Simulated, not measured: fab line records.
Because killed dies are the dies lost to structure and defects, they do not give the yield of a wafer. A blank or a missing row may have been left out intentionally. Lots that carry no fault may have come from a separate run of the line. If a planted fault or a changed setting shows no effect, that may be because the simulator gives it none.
2 desks, one fault | flow gf180mcu | every desk sees just its own numbers, and what lay behind them comes last

## METROLOGY DESK
What the gauges read, lot by lot, whatever tool the lot ran on: means of the sampled wafers that have a number. If a lot's mean is further than 4 standard deviations from the usual mean, the lot is out of limits and carries the mark OUT (the distance appears in the brackets).
Columns: A = MVPSD_RS at GF_VT_IMPLANT_RS_MEAS_49, usual 1169 ohm/sq; B = M1_ALCU_RS at GF_M1_RS_MEAS_05, usual 0.0698 ohm/sq; C = V2_CVD_00_THK at GF_V2_THK_MEAS_01, usual 599 nm
lot  | first seen here | A               | B      | C
L674 | day 7 10:28     | 1172            | 0.0696 | 592
L675 | day 7 20:00     | 1173            | 0.0700 | 606
L676 | day 8 00:23     | 1160            | 0.0696 | 601
L680 | day 8 23:56     | 1173            | 0.0696 | 596
L682 | day 9 15:06     | 1168            | 0.0698 | 599
L686 | day 10 21:29    | 1171            | 0.0699 | 590
L689 | day 11 15:42    | 1183            | 0.0701 | 601
L690 | day 12 03:29    | 1185 (+4.6) OUT | 0.0686 | 595
L691 | day 12 04:34    | 1170            | 0.0690 | 600
L693 | day 12 20:40    | 1167            | 0.0710 | 601
L694 | day 13 08:56    | 1176            | 0.0694 | 596
L695 | day 14 01:11    | 1165            | 0.0705 | 605
Finding of this desk: L690 out of limits, first seen on L690 at day 12 03:29 (MVPSD_RS at GF_VT_IMPLANT_RS_MEAS_49). Within limits: L674, L675, L676, L680, L682, L686, L689, L691, L693, L694, L695.

## DESK OF THE TOOL OWNER: implanter-03
The tool's own readings at GF_MVPSD_IMPLANT_09, given as means over the sampled wafers that have a number, one for each lot that went through this tool. If a lot's mean is further than 4 standard deviations from the usual mean, the lot is out of limits and carries the mark OUT (the distance appears in the brackets).
Columns: A = dose ions cm2 at GF_MVPSD_IMPLANT_09, usual 5e+12; B = faraday current uA at GF_MVPSD_IMPLANT_09, usual 28.2
lot  | first seen here | A               | B
L676 | day 5 12:41     | 5e+12           | 28.4
L680 | day 6 09:52     | 5e+12           | 28.5
L682 | day 7 00:01     | 5e+12           | 28.0
L686 | day 7 23:20     | 5e+12           | 28.0
L689 | day 8 17:16     | 5e+12 (-65) OUT | 26.8
L690 | day 9 01:38     | 5e+12 (-65) OUT | 26.7
This desk's finding: out of limits on L689, L690; first on L689, day 8 17:16 (dose ions cm2 at GF_MVPSD_IMPLANT_09). Within limits: L676, L680, L682, L686.

## ALL TOGETHER
An alarm could have come from the tool owner's desk at day 8 17:16, on L689, L690.
L690 would have let the metrology desk raise an alarm at day 12 03:29.
The metrology desk has L689 on record, within its limits.
GF_MVPSD_IMPLANT_09 was run on implanter-03 by each of the lots named.

## WHAT THE SIMULATOR HAD INSERTED
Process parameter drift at GF_MVPSD_IMPLANT_09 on implanter-03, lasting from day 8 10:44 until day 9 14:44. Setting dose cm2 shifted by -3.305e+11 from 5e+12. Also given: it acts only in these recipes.
Shown lots that were struck: L689, L690.
Hours from the fault's start to each desk's first reading out of limits: the tool owner's desk, 7; the metrology desk, 89.
